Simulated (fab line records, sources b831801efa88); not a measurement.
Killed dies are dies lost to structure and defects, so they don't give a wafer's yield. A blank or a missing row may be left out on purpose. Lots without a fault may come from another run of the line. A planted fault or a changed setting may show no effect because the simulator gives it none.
fab line records | flow sky130
record lots=6 wafers=18 last_day=50
route steps=708 shown RES_XHIGH@340 SD_N@342 SD_P@359 PAD_OPEN@708
lots that met no fault: from a run of the same line without faults
start_h: hours from the record's first day to the start of the lot's first wafer shown | wait_h: hours since the lot's step before | " the same as in the row above | L1.1+2: a row that stands for several wafers | - no value, or no start given | * or withheld: withheld | < > ~ a bound
route shown NAME@n: a module of which the file shows steps, and the number in the route of the first | usual: mean/standard deviation of fault-free wafers | same: alike in all rows | chamber/n: place in a boat | sites: the reading at each site | _std_site: their standard deviation | _edge_site: outer sites' mean less inner sites' | radius_mm: how far each site lies from the wafer's centre | mask NAME#n: copy n | behind: the tool/chamber that last shaped the wafer | hold: why the lot was held/for how many hours/how that ended | device: the transistor (n, p or np) that didn't switch | end of line: the same wafers' tests at the end of the route | a step without rows: its recipe alone | killed: dies lost to structure and defects at the first sort, not the wafer's yield | map: a wafer's dies, x killed, . not, _ none there
set.NAME: the setting as run; set.NAME@STEP: as run at that earlier step | model.NAME: the simulator's own value behind a step, which no gauge read
lots at some steps of the route; a table a step, a row a wafer
services: from which hour (start_h, from the record's first day; less than 0 if before it) a tool's chamber was out of use, for how many hours, and why
## steps
# step SKY_RES_XHIGH_STRIP_08
# recipe chemistry=O2/N2 power_w=1400 pressure_mtorr=1500 platen_temp_c=withheld o2_flow_sccm=3000 n2_flow_sccm=300 overash_fraction=0.5
# usual drypump_motor_current_A=5.6/0.48 oes_product_au=0.711/0.0048 strip_time_to_endpoint_s=14.27/0.032
# columns lot.wafer tool chamber start_h wait_h drypump_motor_current_A oes_product_au rf_hours_counter_h strip_time_to_endpoint_s
L864.1 plasma_asher-01 1 673.01 0.1 5.2 0.720 74 14.26
L864.5 " 0 " " 5.1 0.713 - 14.29
L864.6 " 1 " " 5.2 0.719 - 14.27
L865.2 plasma_asher-04 0 675.44 0.1 5.6 0.705 106 14.21
L865.3 " 0 " " 5.6 0.713 - 14.26
L865.4 " 1 " " 5.9 0.711 - 14.24
L867.2 plasma_asher-03 1 698.66 0.1 6.4 0.716 54 14.28
L867.4 " 1 " " 6.4 0.708 - 14.26
L867.6 " 0 " " 5.4 0.711 - 14.30
L876.1 plasma_asher-03 1 761.52 0.1 6.5 0.711 60 14.26
L876.2 " 0 " " 5.4 0.717 60 14.28
L876.3 " 1 " " 6.4 0.711 - 14.28
L879.2 plasma_asher-03 0 806.17 0.1 5.4 0.709 65 14.23
L879.4 " 1 " " 6.4 0.713 - 14.27
L879.5 " 1 " " 6.4 0.716 - 14.21
L881.4 plasma_asher-01 1 811.77 0.1 5.2 0.709 - 14.26
L881.5 " 0 " " 5.1 0.708 - 14.23
L881.6 " 1 " " 5.2 0.711 - 14.22
# step SKY_RES_XHIGH_TW_MEAS_09
# usual RES_XHIGH_TW=1639/16
# columns lot.wafer tool chamber start_h wait_h RES_XHIGH_TW
L864.1 film_metro-01 - 673.11 0.1 1629
L864.5 " - " " 1620
L864.6 " - " " 1620
L865.2 film_metro-02 - 675.55 0.1 1642
L865.3 " - " " 1640
L865.4 " - " " 1648
L867.2 film_metro-02 - 698.77 0.1 1647
L867.4 " - " " 1650
L867.6 " - " " 1658
L876.1 film_metro-01 - 761.62 0.1 1613
L876.2 " - " " 1626
L876.3 " - " " 1616
L879.2 film_metro-04 - 806.28 0.1 1629
L879.4 " - " " 1639
L879.5 " - " " 1635
L881.4 film_metro-02 - 811.87 0.1 1668
L881.5 " - " " 1675
L881.6 " - " " 1670
# step SKY_SD_N_DEHYDRATE_00
# recipe temp_c=200 time_s=60
# step SKY_SD_N_HMDS_01
# recipe prime_time_s=60 prime_temp_c=120
# step SKY_SD_N_COAT_02
# recipe resist=NOVOLAK spin_rpm=3000 resist_thk_nm=1140
# step SKY_SD_N_SOFTBAKE_03
# recipe temp_c=90 time_s=60 resist=NOVOLAK
# step SKY_SD_N_EXPOSE_04
# recipe mask_id=NSDM na=0.6 source_shape=conventional sigma_outer=0.6 polarization=unpolarized target_cd_nm=380 dose_mj=141
# step SKY_SD_N_PEB_05
# recipe temp_c=withheld time_s=* resist=NOVOLAK
# step SKY_SD_N_DEVELOP_06
# recipe resist=NOVOLAK developer=TMAH develop_time_s=60 dev_temp_c=23
# step SKY_SD_N_CD_MEAS_07
# recipe target_cd_nm=380
# usual cd_nm=380.6/2.4
# columns lot.wafer tool chamber start_h wait_h cd_nm
L864.1 cd_sem-02 - 699.21 0.1 374.9
L864.5 " - " " 376.5
L864.6 " - " " 378.3
L865.2 cd_sem-01 - 702.16 0.1 379.1
L865.3 " - " " 379.1
L865.4 " - " " 378.2
L867.2 cd_sem-01 - 726.16 0.1 379.7
L867.4 " - " " 380.2
L867.6 " - " " 378.4
L876.1 cd_sem-01 - 787.81 0.1 384.2
L876.2 " - " " 382.0
L876.3 " - " " 383.9
L879.2 cd_sem-01 - 832.39 0.1 382.6
L879.4 " - " " 384.2
L879.5 " - " " 384.7
L881.4 cd_sem-01 - 837.30 0.1 384.4
L881.5 " - " " 381.5
L881.6 " - " " 382.8
# step SKY_SD_N_OVL_MEAS_08
# usual SD_N_OVL=-1.2/1.5
# columns lot.wafer tool chamber start_h wait_h SD_N_OVL[nm]
L864.1 overlay-02 - 699.33 0.1 -2.2
L864.5 " - " " -0.6
L864.6 " - " " -0.2
L865.2 overlay-01 - 702.26 0.1 -1.4
L865.3 " - " " -1.3
L865.4 " - " " -1.0
L867.2 overlay-01 - 726.26 0.1 -0.5
L867.4 " - " " 0.0
L867.6 " - " " -1.1
L876.1 overlay-02 - 787.93 0.1 -1.0
L876.2 " - " " -0.8
L876.3 " - " " -1.8
L879.2 overlay-01 - 832.50 0.1 -3.5
L879.4 " - " " -3.9
L879.5 " - " " -4.7
L881.4 overlay-01 - 837.37 0.1 -4.7
L881.5 " - " " -1.1
L881.6 " - " " -2.3
# step SKY_SD_N_IMPLANT_09
# recipe species=As energy_kev=50 dose_cm2=4e+15 tilt_deg=0
# step SKY_SD_N_IMPLANT_10
# recipe species=P energy_kev=20 dose_cm2=1e+14 tilt_deg=0
# usual end_station_pressure_torr=5.42e-06/3e-07
# columns lot.wafer tool chamber start_h wait_h end_station_pressure_torr
L864.1 implanter-01 0 699.52 0.1 5.55e-06
L864.5 " 0 " " 5.25e-06
L864.6 " 0 " " 5.45e-06
L865.2 implanter-01 0 702.47 0.1 5.11e-06
L865.3 " 0 " " 5.28e-06
L865.4 " 0 " " 5.42e-06
L867.2 implanter-04 0 726.47 0.1 5.43e-06
L867.4 " 0 " " 5.52e-06
L867.6 " 0 " " 5.88e-06
L876.1 implanter-01 0 788.12 0.1 5.1e-06
L876.2 " 0 " " 4.87e-06
L876.3 " 0 " " 5.94e-06
L876.1 implanter-01 0 788.43 0.3 5.7e-06
L876.2 " 0 " " 5.43e-06
L876.3 " 0 " " 5.98e-06
L879.2 implanter-02 0 832.70 0.1 5.9e-06
L879.4 " 0 " " 5.93e-06
L879.5 " 0 " " 6.05e-06
L879.2 implanter-02 0 833.02 0.3 5.28e-06
L879.4 " 0 " " 5.38e-06
L879.5 " 0 " " 5.53e-06
L881.4 implanter-04 0 837.62 0.1 5.64e-06
L881.5 " 0 " " 5.88e-06
L881.6 " 0 " " 5.91e-06
# step SKY_SD_N_STRIP_11
# recipe chemistry=O2/N2 power_w=1400 pressure_mtorr=1500 platen_temp_c=withheld o2_flow_sccm=3000 n2_flow_sccm=300 overash_fraction=0.5
# usual drypump_motor_current_A=5.9/0.31 oes_product_au=0.527/0.0045 strip_time_to_endpoint_s=22.55/0.037
# columns lot.wafer tool chamber start_h wait_h drypump_motor_current_A oes_product_au rf_hours_counter_h strip_time_to_endpoint_s
L864.1 plasma_asher-02 1 699.67 0.1 6.1 0.531 27 22.55
L864.5 " 1 " " 6.1 0.525 - 22.57
L864.6 " 0 " " 5.8 0.519 - 22.59
L865.2 plasma_asher-03 0 702.59 0.1 5.4 0.526 54 22.62
L865.3 " 1 " " 6.4 0.538 - 22.59
L865.4 " 0 " " 5.4 0.531 - 22.60
L867.2 plasma_asher-04 1 726.59 0.1 5.9 0.526 110 22.51
L867.4 " 1 " " 5.9 0.529 - 22.54
L867.6 " 0 " " 5.6 0.527 - 22.51
L876.1 plasma_asher-04 1 788.58 0.1 5.9 0.531 4 22.57
L876.2 " 0 " " 5.6 0.524 4 22.53
L876.3 " 1 " " 5.9 0.523 - 22.52
L879.2 plasma_asher-04 1 833.14 0.1 5.9 0.529 7 22.57
L879.4 " 0 " " 5.6 0.521 - 22.58
L879.5 " 1 " " 5.9 0.523 - 22.57
L881.4 plasma_asher-02 0 837.73 0.1 5.9 0.527 - 22.52
L881.5 " 0 " " 5.9 0.530 - 22.55
L881.6 " 1 " " 6.1 0.529 - 22.55
# step SKY_SD_N_TW_MEAS_12
# usual SD_N_TW=3989/44
# columns lot.wafer tool chamber start_h wait_h SD_N_TW
L864.1 film_metro-04 - 699.77 0.1 4008
L864.5 " - " " 4012
L864.6 " - " " 4035
L865.2 film_metro-02 - 702.70 0.1 4015
L865.3 " - " " 4022
L865.4 " - " " 4034
L867.2 film_metro-04 - 726.70 0.1 3967
L867.4 " - " " 3989
L867.6 " - " " 3968
L876.1 film_metro-01 - 788.68 0.1 3930
L876.2 " - " " 3925
L876.3 " - " " 3952
L879.2 film_metro-02 - 833.25 0.1 4029
L879.4 " - " " 4026
L879.5 " - " " 4021
L881.4 film_metro-01 - 837.82 0.1 3970
L881.5 " - " " 3954
L881.6 " - " " 3949
# step SKY_SD_N_CLEAN_13
# recipe chemistry=SC1/SC2 mix=1:4:20 temp_c=70 time_s=150 dry=n2_spin
# step SKY_SD_N_RTA_14
# recipe temp_c=1075 time_s=2 idle_temp_c=650 ramp_up_c_per_s=150 ramp_down_c_per_s=90 ambient=N2
# usual lamp_power_pct=15.73/0.055 wafer_temp_C_max=1078.0/1.2
# same time_s=2
# columns lot.wafer tool chamber start_h wait_h lamp_power_pct wafer_temp_C_max
L864.1 rtp_anneal-02 0 699.88 0.0 15.62 1079.5
L864.5 " 0 " " 15.70 1076.2
L864.6 " 0 " " 15.67 1078.3
L865.2 rtp_anneal-01 0 702.81 0.0 15.73 1078.9
L865.3 " 0 " " 15.73 1078.2
L865.4 " 0 " " 15.69 1076.8
L867.2 rtp_anneal-02 0 726.81 0.0 15.65 1078.3
L867.4 " 0 " " 15.69 1079.0
L867.6 " 0 " " 15.82 1079.2
L876.1 rtp_anneal-02 0 788.80 0.0 15.77 1079.0
L876.2 " 0 " " 15.71 1077.2
L876.3 " 0 " " 15.79 1078.1
L879.2 rtp_anneal-02 0 833.37 0.0 15.83 1078.1
L879.4 " 0 " " 15.74 1078.4
L879.5 " 0 " " 15.73 1077.3
L881.4 rtp_anneal-01 0 837.93 0.0 15.73 1079.0
L881.5 " 0 " " 15.75 1080.0
L881.6 " 0 " " 15.82 1079.6
# step SKY_SD_N_RS_MEAS_16
# recipe thk_meas_gauge=four-point-probe
# usual SD_N_RS=68.60/0.11
# columns lot.wafer tool chamber start_h wait_h SD_N_RS[ohm/sq]
L864.1 film_metro-02 - 700.05 0.1 68.80
L864.5 " - " " 68.76
L864.6 " - " " 68.61
L865.2 film_metro-01 - 703.00 0.1 68.55
L865.3 " - " " 68.50
L865.4 " - " " 68.44
L867.2 film_metro-02 - 727.00 0.1 68.65
L867.4 " - " " 68.51
L867.6 " - " " 68.40
L876.1 film_metro-02 - 788.97 0.1 66.04
L876.2 " - " " 66.08
L876.3 " - " " 66.04
L879.2 film_metro-04 - 833.55 0.1 66.02
L879.4 " - " " 66.01
L879.5 " - " " 66.01
L881.4 film_metro-02 - 838.14 0.1 68.63
L881.5 " - " " 68.74
L881.6 " - " " 68.76
# step SKY_SD_N_RS_MEAS_17
# recipe thk_meas_gauge=four-point-probe
# usual SD_P_RS=147.3/0.31
# columns lot.wafer tool chamber start_h wait_h SD_P_RS[ohm/sq]
L864.1 film_metro-02 - 700.17 0.1 147.6
L864.5 " - " " 147.2
L864.6 " - " " 147.6
L865.2 film_metro-01 - 703.12 0.1 147.3
L865.3 " - " " 146.9
L865.4 " - " " 146.7
L867.2 film_metro-02 - 727.12 0.1 147.2
L867.4 " - " " 146.9
L867.6 " - " " 147.1
L876.1 film_metro-02 - 789.23 0.2 147.2
L876.2 " - " " 147.2
L876.3 " - " " 147.0
L879.2 film_metro-04 - 833.67 0.1 147.6
L879.4 " - " " 147.8
L879.5 " - " " 147.7
L881.4 film_metro-02 - 838.26 0.1 147.3
L881.5 " - " " 147.7
L881.6 " - " " 147.5
# step SKY_PAD_OPEN_PROBE_99
# usual killed_at_M0_to_M3=43/6.6 killed_at_M4_up=3.1/1.6 killed_at_contacts=23/5.6 killed_at_front_end=15/4.2 killed_at_other=0.2/0.43 killed_dies=85/9.3 killed_open=46/6.6 killed_short=39/6.2
# same gross_dies=492 killed_at_back_side=0
# columns lot.wafer tool chamber start_h wait_h killed_at_M0_to_M3 killed_at_M4_up killed_at_contacts killed_at_front_end killed_at_other killed_dies killed_open killed_short model.etest.sonos_uncharged.r_on_ohm_um model.etest.res_ndiff.rs_ohm_sq model.etest.res_ndiff_hv.rs_ohm_sq model.etest.nfet_01v8_lvt.vt_sat_v
L864.1 prober-01 - 1110.43 0.1 43 6 25 21 0 95 52 43 815.5 119.4 113.5 0.5499
L864.5 prober-01 - 1110.63 0.2 45 1 21 17 0 84 50 34 804.9 119.3 113.3 0.5309
L864.6 prober-01 - 1110.68 0.2 29 3 25 13 0 70 38 32 814.8 120 114.4 0.5457
L865.2 prober-02 - 1117.44 0.1 33 4 33 16 0 86 48 38 806.6 120 114.8 0.5478
L865.3 prober-02 - 1117.49 0.2 58 2 24 17 0 101 58 43 829.6 119.9 114.1 0.5444
L865.4 prober-02 - 1117.54 0.2 38 3 22 18 0 81 47 34 817.3 120.1 113.9 0.5405
L867.2 prober-01 - 1132.61 0.1 44 3 21 14 0 82 38 44 819.5 120.8 114.8 0.5414
L867.4 prober-01 - 1132.71 0.2 42 4 26 15 0 87 42 45 816.9 121.1 115.8 0.5394
L867.6 prober-01 - 1132.81 0.2 50 2 16 22 0 90 50 40 826.7 120.2 115.3 0.5505
L876.1 prober-01 - 1174.43 0.1 38 5 13 18 1 75 35 40 804.3 116.6 110.2 0.5189
L876.2 prober-01 - 1174.48 0.1 53 5 26 19 0 103 53 50 802.4 115.2 111.2 0.5253
L876.3 prober-01 - 1174.53 0.2 44 6 27 15 0 92 53 39 799.8 115.7 110.2 0.528
L879.2 prober-01 - 1201.40 0.1 50 4 20 14 0 88 46 42 793.3 116.7 111.5 0.5321
L879.4 prober-01 - 1201.50 0.2 43 5 15 13 0 76 39 37 799.9 118.3 111.6 0.5306
L879.5 prober-01 - 1201.55 0.2 45 3 18 11 0 77 40 37 778.8 117.5 112.4 0.5279
L881.4 prober-02 - 1204.54 0.2 30 1 26 19 0 76 46 30 810.8 121.1 114.4 0.5421
L881.5 prober-02 - 1204.59 0.2 38 5 16 16 0 75 40 35 812.1 120 114 0.5592
L881.6 prober-02 - 1204.64 0.2 40 2 13 13 1 69 40 29 827.5 120.6 113.8 0.5438
# killed by level:class
L864.1 LI_CONTACT:geometric_particle:open=10 CONTACT:geometric_particle:open=9 VIA2:geometric_particle:open=9 METAL1:geometric_particle:short=7 FIELD_ISO:geometric_particle:short=6 VIA3:geometric_particle:open=6 POLY_GATE:geometric_particle:open=5 LOCAL_INTERCONNECT:geometric_particle:short=5
L864.5 VIA1:geometric_particle:open=11 VIA2:geometric_particle:open=9 LI_CONTACT:geometric_particle:open=8 VIA3:geometric_particle:open=6 CONTACT:geometric_particle:open=5 METAL1:geometric_particle:short=5 VIA1:geometric_particle:short=5 SPACER:geometric_particle:short=4
L864.6 LI_CONTACT:geometric_particle:open=9 CONTACT:geometric_particle:open=7 VIA1:geometric_particle:open=7 POLY_GATE:geometric_particle:open=4 LI_CONTACT:geometric_particle:short=4 VIA2:geometric_particle:open=4 METAL3:geometric_particle:short=4 POLY_GATE:geometric_particle:short=3
L865.2 LI_CONTACT:geometric_particle:open=11 CONTACT:geometric_particle:open=8 VIA1:geometric_particle:open=8 CONTACT:geometric_particle:short=7 VIA3:geometric_particle:open=6 FIELD_ISO:geometric_particle:open=4 VIA1:geometric_particle:short=4 METAL1:geometric_particle:short=4
L865.3 VIA1:geometric_particle:open=21 CONTACT:geometric_particle:open=10 CONTACT:geometric_particle:short=8 VIA2:geometric_particle:open=8 METAL1:geometric_particle:short=7 FIELD_ISO:geometric_particle:short=5 VIA3:geometric_particle:open=5 FIELD_ISO:geometric_particle:open=4
L865.4 VIA1:geometric_particle:open=11 LI_CONTACT:geometric_particle:open=8 CONTACT:geometric_particle:open=6 METAL2:geometric_particle:short=6 VIA2:geometric_particle:open=6 FIELD_ISO:geometric_particle:open=4 LOCAL_INTERCONNECT:geometric_particle:short=4 METAL1:geometric_particle:short=4
L867.2 LOCAL_INTERCONNECT:geometric_particle:short=10 METAL1:geometric_particle:short=7 VIA1:geometric_particle:open=7 VIA3:geometric_particle:open=7 VIA2:geometric_particle:open=6 VIA1:geometric_particle:short=6 LI_CONTACT:geometric_particle:open=5 VIA2:geometric_particle:short=4
L867.4 CONTACT:geometric_particle:open=9 VIA1:geometric_particle:open=8 METAL1:geometric_particle:short=6 VIA1:geometric_particle:short=6 LOCAL_INTERCONNECT:geometric_particle:short=5 CONTACT:geometric_particle:short=5 FIELD_ISO:geometric_particle:short=4 VIA3:geometric_particle:open=4
L867.6 VIA1:geometric_particle:open=13 CONTACT:geometric_particle:open=6 METAL1:geometric_particle:short=6 VIA2:geometric_particle:open=6 POLY_GATE:geometric_particle:short=5 SPACER:geometric_particle:open=5 LI_CONTACT:geometric_particle:open=5 VIA3:geometric_particle:short=5
L876.1 FIELD_ISO:geometric_particle:short=7 VIA1:geometric_particle:open=7 METAL1:geometric_particle:short=6 METAL2:geometric_particle:short=5 VIA1:geometric_particle:short=5 VIA2:geometric_particle:open=5 LI_CONTACT:geometric_particle:open=4 CONTACT:geometric_particle:open=4
L876.2 VIA1:geometric_particle:open=14 CONTACT:geometric_particle:open=10 METAL2:geometric_particle:short=8 FIELD_ISO:geometric_particle:short=7 VIA3:geometric_particle:open=7 VIA2:geometric_particle:open=6 LI_CONTACT:geometric_particle:open=5 VIA3:geometric_particle:short=5
L876.3 CONTACT:geometric_particle:open=12 VIA1:geometric_particle:open=12 METAL2:geometric_particle:short=9 VIA3:geometric_particle:open=8 LI_CONTACT:geometric_particle:open=7 LI_CONTACT:geometric_particle:short=5 METAL4:geometric_particle:short=5 FIELD_ISO:geometric_particle:open=3
L879.2 CONTACT:geometric_particle:open=10 VIA2:geometric_particle:open=9 VIA3:geometric_particle:open=8 VIA1:geometric_particle:open=7 VIA1:geometric_particle:short=6 FIELD_ISO:geometric_particle:short=5 VIA2:geometric_particle:short=5 METAL3:geometric_particle:short=5
L879.4 VIA1:geometric_particle:open=10 VIA3:geometric_particle:open=8 CONTACT:geometric_particle:open=7 VIA3:geometric_particle:short=7 POLY_GATE:geometric_particle:short=5 VIA2:geometric_particle:open=5 METAL1:geometric_particle:short=5 LI_CONTACT:geometric_particle:open=4
L879.5 VIA3:geometric_particle:open=8 VIA2:geometric_particle:open=7 CONTACT:geometric_particle:open=7 LOCAL_INTERCONNECT:geometric_particle:short=6 VIA1:geometric_particle:open=6 VIA1:geometric_particle:short=5 VIA2:geometric_particle:short=5 LI_CONTACT:geometric_particle:open=4
L881.4 VIA1:geometric_particle:open=9 CONTACT:geometric_particle:open=7 CONTACT:geometric_particle:short=6 VIA2:geometric_particle:open=6 POLY_GATE:geometric_particle:short=5 FIELD_ISO:geometric_particle:open=4 FIELD_ISO:geometric_particle:short=4 LI_CONTACT:geometric_particle:open=4
L881.5 METAL2:geometric_particle:short=10 VIA1:geometric_particle:open=9 VIA3:geometric_particle:open=8 POLY_GATE:geometric_particle:short=6 METAL1:geometric_particle:short=5 CONTACT:geometric_particle:open=5 FIELD_ISO:geometric_particle:open=4 LI_CONTACT:geometric_particle:open=4
L881.6 VIA1:geometric_particle:open=16 VIA1:geometric_particle:short=6 POLY_GATE:geometric_particle:short=5 VIA2:geometric_particle:open=5 METAL1:geometric_particle:short=4 LI_CONTACT:geometric_particle:open=3 CONTACT:geometric_particle:open=3 METAL2:geometric_particle:short=3
## services
# columns tool chamber start_h hours kind
plasma_asher-01 - 653.20 4.3 repair
implanter-04 - 655.76 3.0 repair
plasma_asher-03 - 662.69 1.1 repair
plasma_asher-02 - 692.52 2.8 pm
plasma_asher-04 - 697.66 2.4 repair
plasma_asher-03 - 715.79 4.5 repair
plasma_asher-02 - 725.45 1.5 repair
implanter-04 - 729.33 3.7 repair
implanter-02 - 732.05 7.8 repair
plasma_asher-04 - 733.75 9.0 pm
plasma_asher-04 0 733.75 9.0 vent_cycle
plasma_asher-04 1 733.75 9.0 vent_cycle
implanter-02 - 741.53 12.1 pm
plasma_asher-04 0 742.75 - clean
plasma_asher-04 1 742.75 - clean
implanter-04 - 750.52 3.4 pm
rtp_anneal-02 - 752.86 4.2 pm
plasma_asher-04 - 793.73 17.9 pm
implanter-02 - 810.22 3.8 repair
implanter-04 - 810.63 4.9 repair
rtp_anneal-01 - 825.12 3.1 pm
## key
first_sign step=SKY_SD_N_IMPLANT_10 reading=visit direction=added
effect step=SKY_SD_N_RS_MEAS_16 reading=SD_N_RS direction=down sigmas=24 usual=68.60 struck=66.03
model_effect step=SKY_PAD_OPEN_PROBE_99 value=etest.sonos_uncharged.r_on_ohm_um without=814.8 struck=796.4
met_at SKY_SD_N_IMPLANT_10
struck_wafers L876.1,L876.2,L876.3,L879.2,L879.4,L879.5
tester_left_out L876,L879
fault kind=repeated_step_whole tool=implanter-01,implanter-02,implanter-04 chamber=- onset_h=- steps=SKY_SD_N_IMPLANT_10 times=1 scope=struck_lots_only
# tester_left_out: of these lots the tester's yield and bins aren't shown, on N5 and GAA mostly nor the transistor test; their killed dies are dies lost to structure and defects alone, not to doping, threshold or leakage, so they don't give the yield
